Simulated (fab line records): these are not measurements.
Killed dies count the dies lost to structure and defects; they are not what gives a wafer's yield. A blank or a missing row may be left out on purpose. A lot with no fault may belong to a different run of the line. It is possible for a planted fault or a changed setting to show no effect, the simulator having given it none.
The same fault as seen by 2 desks ; flow sky130 ; every desk sees just its own numbers, and what lay behind them comes last

AT THE TOOL OWNER'S DESK: pvd_sputter-02
The tool's own readings at SKY_LOCAL_INTERCONNECT_SPUTTER_00 (material TiN, target thk 100 nm, time 83.3 s): means of the sampled wafers that have a number, for each lot that ran on this tool. Marked OUT: a lot whose mean sits more than 4 standard deviations from the usual mean, which makes it out of limits; the brackets give that distance.
Columns: A = throttle_valve_pct at SKY_LOCAL_INTERCONNECT_SPUTTER_00, usual 29.8 %
lot;first seen here;A
L895;day 29 23:01;30.3
L896;day 30 02:49;30.5
L910;day 34 16:51;30.5
Result from this desk: across the 3 lots, nothing is out of limits.

METROLOGY DESK
What the gauges read for every lot (on any tool): the sampled wafers with a number, averaged. Marked OUT: a lot whose mean sits more than 4 standard deviations from the usual mean, which makes it out of limits; the brackets give that distance.
Columns: A = RES_XHIGH_RS at SKY_SD_N_RS_MEAS_18, usual 333.2 ohm/sq; B = LOCAL_INTERCONNECT_TIN_RS at SKY_LOCAL_INTERCONNECT_RS_MEAS_01, usual 14.11 ohm/sq; C = LOCAL_INTERCONNECT_TIN_THK at SKY_LOCAL_INTERCONNECT_THK_MEAS_02, usual 98.1 nm; D = CONTACT_HDPCVD_THK at SKY_CONTACT_THK_MEAS_03, usual 566 nm
lot;first seen here;A;B;C;D
L894;day 27 19:40;334.5;13.94;99.0;561
L895;day 28 17:51;335.5;14.03;98.4;566
L896;day 28 21:04;333.4;14.04;98.2;568
L899;day 29 15:32;331.7;14.26;96.9;569
L910;day 33 13:32;334.6;13.77;100.5;568
L911;day 33 18:53;333.9;14.26;98.0;565
L912;day 33 23:25;332.2;14.12;97.9;566
L914;day 34 11:36;332.8;13.83;99.7;564
L915;day 34 16:01;335.3;14.19;97.8;571
L917;day 35 20:11;334.6;14.29;97.1;562
Result from this desk: across the 10 lots, nothing is out of limits.

PUT TOGETHER
Nothing out of limits was seen by the tool owner's desk.
The metrology desk saw nothing out of limits.

WHAT WAS PUT IN BY THE SIMULATOR
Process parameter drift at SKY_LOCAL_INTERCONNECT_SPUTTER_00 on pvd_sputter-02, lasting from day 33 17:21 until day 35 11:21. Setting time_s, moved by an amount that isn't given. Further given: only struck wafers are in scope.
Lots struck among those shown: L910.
